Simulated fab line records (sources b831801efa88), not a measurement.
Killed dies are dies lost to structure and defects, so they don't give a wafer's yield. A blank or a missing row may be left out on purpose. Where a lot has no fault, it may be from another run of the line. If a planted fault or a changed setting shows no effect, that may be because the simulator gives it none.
Check for tools in common    flow gf180mcu    13 lots, 39 wafers sampled

## WHY IT WAS OPENED
At GF_VT_IMPLANT_RS_MEAS_48 the reading LVPWELL_RS is flagged on 2 of 13 lots. Fault-free wafers read 1197 ohm/sq, with a standard deviation of 3.2.
Rule: a lot is flagged in two cases, either no wafer of it has a number, or all its wafers with numbers fall more than 4 standard deviations from that mean. The rest of the lots are taken to be sound.

lot   measured      on             LVPWELL_RS (ohm/sq), wafer by wafer  flag
L237  day 7 10:08   film_metro-03  1198 1197 1198                       
L239  day 8 00:03   film_metro-04  1193 1193 1194                       
L240  day 8 07:30   film_metro-04  1198 1199 1197                       
L241  day 8 11:47   film_metro-04  1198 1196 1197                       
L245  day 10 00:08  film_metro-03  1202 1197 1200                       
L249  day 11 08:20  film_metro-03  1229 1233 1230                       FLAGGED
L250  day 11 12:50  film_metro-01  1231 1231 1230                       FLAGGED
L251  day 11 13:17  film_metro-04  1195 1200 1195                       
L255  day 12 15:29  film_metro-01  1195 1194 1193                       
L256  day 12 21:05  film_metro-03  1200 1204 1203                       
L258  day 13 10:23  film_metro-03  1202 1203 1202                       
L259  day 13 17:53  film_metro-01  1192 1194 1196                       
L260  day 14 00:00  film_metro-04  1194 1189 1191                       
On average the flagged lots' numbers are 1231 ohm/sq, which is +34 ohm/sq against the usual, or +11 standard deviations.

## LOT BY LOT: THE TOOL USED
The record holds 1 process step before the reading, out of a route of 602 steps. Cell contents, in order: the tool; ch with the chambers the sampled wafers went through; the start.
lot   flag     GF_LVPWELL_IMPLANT_09
L237           implanter-01 ch 0, day 3 20:13
L239           implanter-01 ch 0, day 4 06:55
L240           implanter-01 ch 0, day 4 12:20
L241           implanter-03 ch 0, day 4 17:23
L245           implanter-01 ch 0, day 5 21:53
L249  FLAGGED  implanter-01 ch 0, day 7 00:31
L250  FLAGGED  implanter-01 ch 0, day 7 03:49
L251           implanter-02 ch 0, day 7 04:11
L255           implanter-03 ch 0, day 8 02:46
L256           implanter-03 ch 0, day 8 07:13
L258           implanter-02 ch 0, day 8 19:50
L259           implanter-03 ch 0, day 9 02:02
L260           implanter-03 ch 0, day 9 05:16
What is done by these steps:
- GF_LVPWELL_IMPLANT_09
- GF_VT_IMPLANT_RS_MEAS_48: measures by four-point-probe.

## FLAGGED AGAINST TOTAL, ONE TOOL AT A TIME (gauges that did the reading follow at the end)
step                      tool           lots run  flagged  share of the flagged lots  sound lots run after its first flagged lot
GF_LVPWELL_IMPLANT_09     implanter-01   6         2        all                        0
GF_LVPWELL_IMPLANT_09     implanter-02   2         0        none                       -
GF_LVPWELL_IMPLANT_09     implanter-03   5         0        none                       -
GF_VT_IMPLANT_RS_MEAS_48  film_metro-01  3         1        some                       2 (L255,L259)
GF_VT_IMPLANT_RS_MEAS_48  film_metro-03  5         1        some                       2 (L256,L258)
GF_VT_IMPLANT_RS_MEAS_48  film_metro-04  5         0        none                       -

## WHAT THE TABLE PERMITS
1 row of the table ran every flagged lot: implanter-01 at GF_LVPWELL_IMPLANT_09.
- implanter-01 at GF_LVPWELL_IMPLANT_09: 2 of its 6 lots flagged. Its last sound lot is L245 (day 5 21:53), its first flagged lot L249 (day 7 00:31): a fault that began between those two fits. Its own readings (dose_ions_cm2, faraday_current_uA) fall more than 4 standard deviations out on all wafers of the flagged lots.
What remains is a single tool, implanter-01 at GF_LVPWELL_IMPLANT_09.

## WHAT WAS PUT IN BY THE SIMULATOR
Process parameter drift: implanter-01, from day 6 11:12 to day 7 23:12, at GF_LVPWELL_IMPLANT_09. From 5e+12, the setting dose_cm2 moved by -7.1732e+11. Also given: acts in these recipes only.
Shown lots that were struck: L249, L250. The rule above found the same.
